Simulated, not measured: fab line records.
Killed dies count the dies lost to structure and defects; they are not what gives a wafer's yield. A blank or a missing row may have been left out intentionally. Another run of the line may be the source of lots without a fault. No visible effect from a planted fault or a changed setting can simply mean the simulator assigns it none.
fab line records	flow sky130
record lots=6	wafers=18	last-day=51
route steps=708 shown RES_XHIGH@339 SD_N@342 SD_P@359 PAD_OPEN@708
lots with no fault: from the same line, run without faults
start-h: start of the lot's first displayed wafer, in hours after the record's first day	wait-h: time in hours since the lot's previous step	" the same as in the row above	L1.1+2: a single row standing in for several wafers	- no value, or no start was given	* or withheld: withheld	< > ~ a bound
route shown NAME@n: names a module that has steps shown in the file, with the first one's number in the route	usual: mean/standard deviation of fault-free wafers	same: alike in all rows	chamber/n: place in a boat	sites: the reading at each site	_std_site: how widely they spread, as a standard deviation	_edge_site: outer sites' mean less inner sites'	radius-mm: for every site, how far away it sits from the centre of the wafer	mask NAME#n: copy n	behind: the tool/chamber that last shaped the wafer	hold: why the lot was held/for how many hours/how that ended	device: whichever transistor did not switch (one of n, p or np)	end of line: tests of these same wafers at the route's end	a step with no rows: only its recipe	killed: the dies lost at the first sort to structure and to defects; this is not the yield of the wafer	map: a wafer's dies, x killed, . not, _ none there
set.NAME: the run value of the setting; set.NAME@STEP: its run value at that earlier step	model.NAME: the simulator's own value behind a step, which no gauge read
certain route steps with their lots: each step a table, each wafer a row
services: from which hour (start-h, from the record's first day; less than 0 if before it) a tool's chamber was out of use, for how many hours, and why
## steps
# step SKY_RES_XHIGH_IMPLANT_07
# recipe species=BF2	energy-kev=20	dose-cm2=3.6e+14	tilt-deg=0
# step SKY_RES_XHIGH_STRIP_08
# recipe chemistry=O2/N2	power-w=1400	pressure-mtorr=1500	platen-temp-c=withheld	o2-flow-sccm=3000	n2-flow-sccm=300	overash-fraction=0.5
# usual drypump-motor-current-A=5.8/0.44	oes-product-au=0.711/0.0045	strip-time-to-endpoint-s=14.28/0.035
lot.wafer	tool	chamber	start-h	wait-h	drypump-motor-current-A	oes-product-au	rf-hours-counter-h	strip-time-to-endpoint-s
L942.2	plasma-asher-04	0	643.11	0.1	5.6	0.711	96	14.28
L942.3	"	1	"	"	5.7	0.702	-	14.28
L942.6	"	1	"	"	5.7	0.713	-	14.29
L951.1	plasma-asher-04	1	702.60	0.1	5.6	0.709	102	14.25
L951.3	"	0	"	"	5.5	0.711	-	14.22
L951.5	"	0	"	"	5.5	0.706	-	14.27
L952.1	plasma-asher-01	1	713.87	0.1	6.5	0.709	61	14.33
L952.4	"	0	"	"	6.4	0.704	-	14.29
L952.5	"	1	"	"	6.5	0.712	-	14.25
L954.1	plasma-asher-04	1	726.30	0.1	5.6	0.706	105	14.27
L954.5	"	0	"	"	5.6	0.705	-	14.25
L954.6	"	1	"	"	5.6	0.705	-	14.26
L959.4	plasma-asher-04	0	778.08	0.1	5.5	0.707	-	14.33
L959.5	"	1	"	"	5.6	0.710	-	14.34
L959.6	"	0	"	"	5.5	0.713	-	14.33
L961.2	plasma-asher-04	1	805.96	0.1	5.6	0.708	7	14.29
L961.5	"	0	"	"	5.5	0.707	-	14.28
L961.6	"	1	"	"	5.6	0.706	-	14.27
# step SKY_RES_XHIGH_TW_MEAS_09
# usual RES_XHIGH_TW=1651/6.7
lot.wafer	tool	chamber	start-h	wait-h	RES_XHIGH_TW
L942.2	film-metro-02	-	643.22	0.1	1665
L942.3	"	-	"	"	1662
L942.6	"	-	"	"	1656
L951.1	film-metro-03	-	702.71	0.1	1652
L951.3	"	-	"	"	1655
L951.5	"	-	"	"	1652
L952.1	film-metro-02	-	713.97	0.1	1640
L952.4	"	-	"	"	1647
L952.5	"	-	"	"	1647
L954.1	film-metro-04	-	726.40	0.1	1651
L954.5	"	-	"	"	1658
L954.6	"	-	"	"	1643
L959.4	film-metro-04	-	778.18	0.1	1649
L959.5	"	-	"	"	1655
L959.6	"	-	"	"	1654
L961.2	film-metro-04	-	806.07	0.1	1656
L961.5	"	-	"	"	1651
L961.6	"	-	"	"	1656
# step SKY_SD_N_DEHYDRATE_00
# recipe temp-c=200	time-s=60
# step SKY_SD_N_HMDS_01
# recipe prime-time-s=60	prime-temp-c=120
# step SKY_SD_N_COAT_02
# recipe resist=NOVOLAK	spin-rpm=3000	resist-thk-nm=1140
# step SKY_SD_N_SOFTBAKE_03
# recipe temp-c=90	time-s=60	resist=NOVOLAK
# step SKY_SD_N_EXPOSE_04
# recipe mask-id=NSDM	na=0.6	source-shape=conventional	sigma-outer=0.6	polarization=unpolarized	target-cd-nm=380	dose-mj=141
# step SKY_SD_N_PEB_05
# recipe temp-c=withheld	time-s=*	resist=NOVOLAK
# step SKY_SD_N_DEVELOP_06
# recipe resist=NOVOLAK	developer=TMAH	develop-time-s=60	dev-temp-c=23
# step SKY_SD_N_CD_MEAS_07
# recipe target-cd-nm=380
# usual cd-nm=379.9/2.6
lot.wafer	tool	chamber	start-h	wait-h	cd-nm
L942.2	cd-sem-02	-	672.03	0.1	377.9
L942.3	"	-	"	"	378.1
L942.6	"	-	"	"	378.2
L951.1	cd-sem-01	-	730.39	0.2	380.2
L951.3	"	-	"	"	377.5
L951.5	"	-	"	"	380.2
L952.1	cd-sem-02	-	741.44	0.1	376.9
L952.4	"	-	"	"	378.0
L952.5	"	-	"	"	378.4
L954.1	cd-sem-01	-	754.66	0.1	381.5
L954.5	"	-	"	"	384.0
L954.6	"	-	"	"	383.1
L959.4	cd-sem-01	-	805.10	0.1	377.7
L959.5	"	-	"	"	377.4
L959.6	"	-	"	"	378.6
L961.2	cd-sem-02	-	832.67	0.1	383.2
L961.5	"	-	"	"	379.6
L961.6	"	-	"	"	382.4
# step SKY_SD_N_OVL_MEAS_08
# usual SD_N_OVL=-1.0/1.4
lot.wafer	tool	chamber	start-h	wait-h	SD_N_OVL[nm]
L942.2	overlay-01	-	672.14	0.1	0.5
L942.3	"	-	"	"	-2.2
L942.6	"	-	"	"	0.1
L951.1	overlay-01	-	730.51	0.1	-1.0
L951.3	"	-	"	"	-0.3
L951.5	"	-	"	"	-2.1
L952.1	overlay-01	-	741.56	0.1	0.4
L952.4	"	-	"	"	-0.6
L952.5	"	-	"	"	1.0
L954.1	overlay-02	-	754.78	0.1	-0.7
L954.5	"	-	"	"	0.0
L954.6	"	-	"	"	-1.0
L959.4	overlay-01	-	805.18	0.1	0.5
L959.5	"	-	"	"	0.6
L959.6	"	-	"	"	1.5
L961.2	overlay-02	-	832.77	0.1	-3.8
L961.5	"	-	"	"	-1.4
L961.6	"	-	"	"	-3.0
# step SKY_SD_N_IMPLANT_09
# recipe species=As	energy-kev=50	dose-cm2=4e+15	tilt-deg=0
# usual beam-energy-keV=50.001/0.019	beam-on-s=17.6/0.72	end-station-pressure-torr=1.38e-05/8.7e-07	faraday-current-uA=12477/480	tilt-deg=-0.005/0.022
lot.wafer	tool	chamber	start-h	wait-h	beam-energy-keV	beam-on-s	end-station-pressure-torr	faraday-current-uA	tilt-deg
L942.2	implanter-03	0	672.19	0.0	49.978	17.5	1.45e-05	12427	0.020
L942.3	"	0	"	"	50.000	17.7	1.39e-05	12289	0.022
L942.6	"	0	"	"	49.991	16.9	1.54e-05	12943	0.019
L951.1	implanter-02	0	730.55	0.0	50.000	19.9	4.99e-05	11222	0.009
L951.3	"	0	"	"	50.004	19.5	5.13e-05	11421	-0.005
L951.5	"	0	"	"	50.000	19.6	5.12e-05	11381	0.014
L952.1	implanter-02	0	741.59	0.0	49.987	19.8	5.44e-05	11308	0.052
L952.4	"	0	"	"	49.997	19.7	4.92e-05	11353	0.013
L952.5	"	0	"	"	50.001	20.5	5.44e-05	10899	0.012
L954.1	implanter-03	0	754.82	0.0	50.030	17.4	1.37e-05	12537	0.000
L954.5	"	0	"	"	50.010	16.8	1.38e-05	12999	-0.071
L954.6	"	0	"	"	50.026	17.5	1.3e-05	12553	-0.017
L959.4	implanter-04	0	805.27	0.1	49.997	18.6	1.41e-05	11764	-0.015
L959.5	"	0	"	"	50.006	18.7	1.19e-05	11709	0.014
L959.6	"	0	"	"	49.994	18.5	1.23e-05	11879	-0.025
L961.2	implanter-02	0	832.83	0.0	50.028	17.5	1.35e-05	12518	-0.006
L961.5	"	0	"	"	50.001	17.5	1.35e-05	12466	0.022
L961.6	"	0	"	"	50.003	16.9	1.39e-05	12926	0.011
# step SKY_SD_N_IMPLANT_10
# recipe species=P	energy-kev=20	dose-cm2=1e+14	tilt-deg=0
# step SKY_SD_N_STRIP_11
# recipe chemistry=O2/N2	power-w=1400	pressure-mtorr=1500	platen-temp-c=withheld	o2-flow-sccm=3000	n2-flow-sccm=300	overash-fraction=0.5
# usual drypump-motor-current-A=6.0/0.47	oes-product-au=0.527/0.0046	strip-time-to-endpoint-s=22.55/0.038
lot.wafer	tool	chamber	start-h	wait-h	drypump-motor-current-A	oes-product-au	rf-hours-counter-h	strip-time-to-endpoint-s
L942.2	plasma-asher-03	1	672.47	0.1	6.4	0.526	83	22.58
L942.3	"	0	"	"	5.3	0.527	-	22.58
L942.6	"	0	"	"	5.3	0.532	-	22.56
L951.1	plasma-asher-01	1	730.85	0.1	6.5	0.529	63	23.07
L951.3	"	0	"	"	6.4	0.524	-	23.07
L951.5	"	0	"	"	6.4	0.518	-	23.06
L952.1	plasma-asher-01	1	741.89	0.1	6.5	0.515	64	23.04
L952.4	"	1	"	"	6.5	0.527	-	23.06
L952.5	"	0	"	"	6.4	0.528	-	23.03
L954.1	plasma-asher-04	1	755.12	0.1	5.6	0.525	1	22.53
L954.5	"	1	"	"	5.6	0.524	-	22.53
L954.6	"	0	"	"	5.5	0.522	-	22.60
L959.4	plasma-asher-03	0	805.53	0.1	5.3	0.534	-	22.49
L959.5	"	1	"	"	6.4	0.527	-	22.47
L959.6	"	0	"	"	5.3	0.532	-	22.52
L961.2	plasma-asher-03	1	833.10	0.1	6.4	0.526	97	22.55
L961.5	"	1	"	"	6.4	0.525	-	22.51
L961.6	"	0	"	"	5.4	0.527	-	22.59
# step SKY_SD_N_TW_MEAS_12
# usual SD_N_TW=4016/16
lot.wafer	tool	chamber	start-h	wait-h	SD_N_TW
L942.2	film-metro-04	-	672.58	0.1	3998
L942.3	"	-	"	"	4002
L942.6	"	-	"	"	3999
L951.1	film-metro-02	-	730.95	0.1	4031
L951.3	"	-	"	"	4031
L951.5	"	-	"	"	4045
L952.1	film-metro-04	-	741.99	0.1	4046
L952.4	"	-	"	"	4020
L952.5	"	-	"	"	4040
L954.1	film-metro-02	-	755.22	0.1	4027
L954.5	"	-	"	"	4012
L954.6	"	-	"	"	4009
L959.4	film-metro-03	-	805.62	0.1	3989
L959.5	"	-	"	"	3990
L959.6	"	-	"	"	3979
L961.2	film-metro-02	-	833.21	0.1	4041
L961.5	"	-	"	"	4027
L961.6	"	-	"	"	4035
# step SKY_SD_N_CLEAN_13
# recipe chemistry=SC1/SC2	mix=1:4:20	temp-c=70	time-s=150	dry=n2-spin
# step SKY_SD_N_RTA_14
# recipe temp-c=1075	time-s=2	idle-temp-c=650	ramp-up-c-per-s=150	ramp-down-c-per-s=90	ambient=N2
# usual lamp-power-pct=15.74/0.058	wafer_temp_C_max=1078.0/1.2
lot.wafer	tool	chamber	start-h	wait-h	lamp-power-pct	wafer_temp_C_max
L942.2	rtp-anneal-01	0	672.69	0.0	15.74	1076.3
L942.3	"	0	"	"	15.79	1078.5
L942.6	"	0	"	"	15.73	1078.9
L951.1	rtp-anneal-01	0	731.06	0.0	15.74	1077.6
L951.3	"	0	"	"	15.69	1078.4
L951.5	"	0	"	"	15.73	1079.1
L952.1	rtp-anneal-02	0	742.10	0.0	15.68	1077.7
L952.4	"	0	"	"	15.70	1076.6
L952.5	"	0	"	"	15.73	1078.1
L954.1	rtp-anneal-02	0	755.33	0.0	15.71	1078.3
L954.5	"	0	"	"	15.80	1076.4
L954.6	"	0	"	"	15.69	1076.6
L959.4	rtp-anneal-02	0	805.73	0.0	15.80	1076.2
L959.5	"	0	"	"	15.72	1076.1
L959.6	"	0	"	"	15.73	1077.7
L961.2	rtp-anneal-02	0	833.33	0.0	15.85	1077.8
L961.5	"	0	"	"	15.67	1075.8
L961.6	"	0	"	"	15.64	1077.6
# step SKY_SD_N_RS_MEAS_16
# recipe thk-meas-gauge=four-point-probe
# usual SD_N_RS=68.56/0.11
lot.wafer	tool	chamber	start-h	wait-h	SD_N_RS[ohm/sq]
L942.2	film-metro-02	-	672.87	0.1	68.45
L942.3	"	-	"	"	68.50
L942.6	"	-	"	"	68.61
L951.1	film-metro-04	-	731.24	0.1	67.18
L951.3	"	-	"	"	67.38
L951.5	"	-	"	"	67.27
L952.1	film-metro-04	-	742.28	0.1	67.50
L952.4	"	-	"	"	67.55
L952.5	"	-	"	"	67.51
L954.1	film-metro-04	-	755.51	0.1	68.40
L954.5	"	-	"	"	68.42
L954.6	"	-	"	"	68.37
L959.4	film-metro-02	-	805.94	0.1	68.46
L959.5	"	-	"	"	68.65
L959.6	"	-	"	"	68.64
L961.2	film-metro-02	-	833.51	0.1	68.52
L961.5	"	-	"	"	68.55
L961.6	"	-	"	"	68.50
# step SKY_SD_N_RS_MEAS_17
# recipe thk-meas-gauge=four-point-probe
# usual SD_P_RS=147.0/0.41
lot.wafer	tool	chamber	start-h	wait-h	SD_P_RS[ohm/sq]
L942.2	film-metro-02	-	672.99	0.1	146.7
L942.3	"	-	"	"	147.0
L942.6	"	-	"	"	146.4
L951.1	film-metro-04	-	731.36	0.1	146.4
L951.3	"	-	"	"	146.6
L951.5	"	-	"	"	146.7
L952.1	film-metro-04	-	742.40	0.1	147.1
L952.4	"	-	"	"	147.1
L952.5	"	-	"	"	146.7
L954.1	film-metro-04	-	755.63	0.1	146.5
L954.5	"	-	"	"	146.7
L954.6	"	-	"	"	146.1
L959.4	film-metro-02	-	806.06	0.1	146.8
L959.5	"	-	"	"	146.8
L959.6	"	-	"	"	147.1
L961.2	film-metro-02	-	833.63	0.1	146.9
L961.5	"	-	"	"	147.3
L961.6	"	-	"	"	147.0
# step SKY_PAD_OPEN_PROBE_99
# usual killed_at_M0_to_M3=43/6.6	killed_at_M4_up=3.1/1.9	killed-at-contacts=24/5.2	killed-at-front-end=16/4.5	killed-at-other=0.4/0.62	killed-dies=87/9	killed-open=48/7	killed-short=39/6.2
# same gross-dies=492	killed-at-back-side=0
lot.wafer	tool	chamber	start-h	wait-h	killed_at_M0_to_M3	killed_at_M4_up	killed-at-contacts	killed-at-front-end	killed-at-other	killed-dies	killed-open	killed-short	model.etest.res-ndiff.line-ohm-um	model.etest.res-ndiff-hv.rs-ohm-sq	model.etest.res-ndiff.rs-ohm-sq
L942.2	prober-02	-	1103.24	0.1	39	3	17	18	0	77	44	33	781.3	115.8	121.4
L942.3	prober-02	-	1103.29	0.2	40	1	25	14	0	80	43	37	782.3	115.1	122
L942.6	prober-02	-	1103.44	0.2	34	7	23	13	1	78	35	42	782.6	115	121.7
L951.1	prober-02	-	1146.52	0.1	49	2	22	16	1	90	42	47	733.8	109.6	116.4
L951.3	prober-02	-	1146.62	0.2	52	3	28	16	1	100	52	48	743.1	111	117
L951.5	prober-02	-	1146.72	0.2	41	2	19	19	0	81	44	37	734.4	110	115.7
L952.1	prober-01	-	1150.65	0.1	43	2	25	24	0	94	53	41	734.1	111	116.2
L952.4	prober-01	-	1150.80	0.2	47	7	19	13	0	86	45	41	767.8	111.3	117.5
L952.5	prober-01	-	1150.85	0.2	36	4	31	18	0	89	57	32	759.6	110.3	117
L954.1	prober-01	-	1162.22	0.1	36	7	19	14	0	76	36	40	779.9	115.8	121.5
L954.5	prober-01	-	1162.42	0.2	49	2	20	13	0	84	41	43	764	115.6	122.1
L954.6	prober-01	-	1162.47	0.2	38	1	23	7	0	69	37	32	765.7	115.5	119.8
L959.4	prober-02	-	1198.21	0.2	34	1	30	17	0	82	44	38	769.9	114.8	122.6
L959.5	prober-02	-	1198.26	0.2	37	1	21	18	0	77	45	32	770.4	115	121.8
L959.6	prober-02	-	1198.31	0.2	35	3	33	10	1	82	42	40	775.4	115.4	121.2
L961.2	prober-02	-	1213.21	0.1	50	1	21	11	1	84	47	37	749.5	114.1	119.7
L961.5	prober-02	-	1213.36	0.2	55	3	14	8	0	80	51	29	783.9	114.8	120.3
L961.6	prober-02	-	1213.41	0.2	49	5	19	7	0	80	36	44	759.7	114.5	119.4
# killed by level:class
L942.2 LI_CONTACT:geometric-particle:open=7 VIA1:geometric-particle:open=6 POLY_GATE:geometric-particle:open=6 VIA2:geometric-particle:open=6 METAL2:geometric-particle:short=5 CONTACT:geometric-particle:open=4 FIELD_ISO:geometric-particle:open=4 VIA1:geometric-particle:short=4
L942.3 METAL1:geometric-particle:short=12 CONTACT:geometric-particle:open=11 VIA1:geometric-particle:open=10 LOCAL_INTERCONNECT:geometric-particle:short=6 VIA2:geometric-particle:open=6 VIA1:geometric-particle:short=5 POLY_GATE:geometric-particle:open=4 CONTACT:geometric-particle:short=4
L942.6 CONTACT:geometric-particle:open=9 CONTACT:geometric-particle:short=7 POLY_GATE:geometric-particle:short=6 METAL4:geometric-particle:short=5 METAL1:geometric-particle:short=5 VIA1:geometric-particle:open=5 VIA2:geometric-particle:open=5 VIA3:geometric-particle:open=5
L951.1 VIA2:geometric-particle:open=11 CONTACT:geometric-particle:open=10 VIA1:geometric-particle:short=8 VIA1:geometric-particle:open=7 FIELD_ISO:geometric-particle:short=6 VIA2:geometric-particle:short=5 CONTACT:geometric-particle:short=5 POLY_GATE:geometric-particle:short=5
L951.3 VIA3:geometric-particle:open=11 CONTACT:geometric-particle:open=10 LI_CONTACT:geometric-particle:open=9 VIA1:geometric-particle:short=8 METAL2:geometric-particle:short=8 VIA2:geometric-particle:open=7 VIA1:geometric-particle:open=6 FIELD_ISO:geometric-particle:short=5
L951.5 CONTACT:geometric-particle:open=11 VIA3:geometric-particle:open=10 VIA1:geometric-particle:short=9 POLY_GATE:geometric-particle:short=7 VIA2:geometric-particle:open=7 FIELD_ISO:geometric-particle:short=6 VIA1:geometric-particle:open=6 METAL3:geometric-particle:short=4
L952.1 CONTACT:geometric-particle:open=12 VIA1:geometric-particle:open=10 POLY_GATE:geometric-particle:open=9 CONTACT:geometric-particle:short=6 VIA2:geometric-particle:open=6 VIA2:geometric-particle:short=5 VIA3:geometric-particle:open=5 METAL2:geometric-particle:short=5
L952.4 VIA1:geometric-particle:open=12 CONTACT:geometric-particle:open=8 VIA1:geometric-particle:short=6 LI_CONTACT:geometric-particle:open=5 VIA3:geometric-particle:open=5 VIA3:geometric-particle:short=5 FIELD_ISO:geometric-particle:short=4 METAL4:geometric-particle:short=4
L952.5 CONTACT:geometric-particle:open=13 VIA2:geometric-particle:open=12 LI_CONTACT:geometric-particle:open=8 FIELD_ISO:geometric-particle:open=6 VIA3:geometric-particle:open=5 METAL1:geometric-particle:short=5 POLY_GATE:geometric-particle:open=4 CONTACT:geometric-particle:short=4
L954.1 METAL3:geometric-particle:short=8 LI_CONTACT:geometric-particle:open=7 METAL2:geometric-particle:short=6 VIA2:geometric-particle:open=6 POLY_GATE:geometric-particle:short=5 METAL4:geometric-particle:short=5 CONTACT:geometric-particle:open=5 METAL1:geometric-particle:short=5
L954.5 VIA1:geometric-particle:open=10 METAL1:geometric-particle:short=8 CONTACT:geometric-particle:open=7 LI_CONTACT:geometric-particle:open=6 METAL3:geometric-particle:short=6 METAL2:geometric-particle:short=6 VIA3:geometric-particle:open=5 POLY_GATE:geometric-particle:short=4
L954.6 METAL2:geometric-particle:short=9 LI_CONTACT:geometric-particle:open=8 VIA1:geometric-particle:open=8 CONTACT:geometric-particle:short=6 VIA3:geometric-particle:open=6 CONTACT:geometric-particle:open=5 VIA2:geometric-particle:open=5 LI_CONTACT:geometric-particle:short=4
L959.4 CONTACT:geometric-particle:open=14 VIA1:geometric-particle:open=7 LI_CONTACT:geometric-particle:open=6 METAL1:geometric-particle:short=6 VIA1:geometric-particle:short=6 FIELD_ISO:geometric-particle:short=5 VIA2:geometric-particle:open=5 CONTACT:geometric-particle:short=5
L959.5 VIA1:geometric-particle:open=12 LI_CONTACT:geometric-particle:open=8 VIA3:geometric-particle:open=5 POLY_GATE:geometric-particle:short=4 POLY_GATE:geometric-particle:open=4 SPACER:geometric-particle:open=4 LI_CONTACT:geometric-particle:short=4 CONTACT:geometric-particle:open=4
L959.6 LI_CONTACT:geometric-particle:open=10 CONTACT:geometric-particle:open=9 VIA2:geometric-particle:open=6 VIA1:geometric-particle:short=6 LOCAL_INTERCONNECT:geometric-particle:short=5 CONTACT:geometric-particle:short=5 VIA2:geometric-particle:short=5 VIA3:geometric-particle:short=5
L961.2 VIA1:geometric-particle:open=16 VIA1:geometric-particle:short=11 CONTACT:geometric-particle:open=10 POLY_GATE:geometric-particle:open=5 VIA3:geometric-particle:open=5 FIELD_ISO:geometric-particle:short=4 LI_CONTACT:geometric-particle:open=4 LI_CONTACT:geometric-particle:short=4
L961.5 VIA1:geometric-particle:open=15 VIA3:geometric-particle:open=9 CONTACT:geometric-particle:open=8 METAL2:geometric-particle:short=8 VIA2:geometric-particle:open=8 METAL1:geometric-particle:short=5 FIELD_ISO:geometric-particle:short=4 METAL2:geometric-particle:open=3
L961.6 VIA2:geometric-particle:open=7 VIA3:geometric-particle:open=7 CONTACT:geometric-particle:open=6 VIA1:geometric-particle:open=6 VIA1:geometric-particle:short=6 VIA3:geometric-particle:short=5 METAL1:geometric-particle:short=5 METAL2:geometric-particle:short=5
## services
tool	chamber	start-h	hours	kind
plasma-asher-01	-	638.94	0.8	repair
implanter-02	-	665.81	3.2	pm
implanter-02	-	677.43	1.8	repair
plasma-asher-04	-	710.14	1.0	repair
rtp-anneal-01	-	713.62	8.9	pm
implanter-04	-	733.24	5.0	pm
plasma-asher-04	-	733.75	9.0	pm
plasma-asher-04	0	733.75	9.0	vent-cycle
plasma-asher-04	1	733.75	9.0	vent-cycle
plasma-asher-04	0	742.75	-	clean
plasma-asher-04	1	742.75	-	clean
plasma-asher-03	-	762.55	14.6	pm
plasma-asher-01	-	769.49	1.9	repair
rtp-anneal-02	-	776.54	4.3	pm
implanter-02	-	780.26	1.8	repair
plasma-asher-01	-	785.53	2.8	pm
implanter-03	-	792.93	2.3	repair
implanter-04	-	817.35	5.9	repair
## key
first-sign step=SKY_SD_N_IMPLANT_09	reading=end-station-pressure-torr	direction=up	sigmas=44	usual=1.38e-05	struck=5.17e-05
effect step=SKY_SD_N_IMPLANT_09	reading=beam-on-s	direction=up	sigmas=3.2	usual=17.6	struck=19.8
effect step=SKY_SD_N_STRIP_11	reading=strip-time-to-endpoint-s	direction=up	sigmas=13	usual=*	struck=*
effect step=SKY_SD_N_RS_MEAS_16	reading=SD_N_RS	direction=down	sigmas=10	usual=68.56	struck=67.40
model-effect step=SKY_PAD_OPEN_PROBE_99	value=etest.res-ndiff.line-ohm-um	without=769	struck=745.4
met-at SKY_SD_N_IMPLANT_09
struck-wafers L951.1,L951.3,L951.5,L952.1,L952.4,L952.5
tester-left-out L951,L952
fault kind=process-parameter-drift	tool=implanter-02	chamber=-	onset-h=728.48	steps=SKY_SD_N_IMPLANT_09	channel=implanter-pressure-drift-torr	offset=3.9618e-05	shape=step	end-h=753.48
fault kind=process-parameter-drift	tool=implanter-02	chamber=-	onset-h=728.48	steps=SKY_SD_N_IMPLANT_09	channel=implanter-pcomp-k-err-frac	offset=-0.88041	shape=step	end-h=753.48
# tester-left-out: of these lots the tester's yield and bins aren't shown, on N5 and GAA mostly nor the transistor test; their killed dies are dies lost to structure and defects alone, not to doping, threshold or leakage, so they don't give the yield
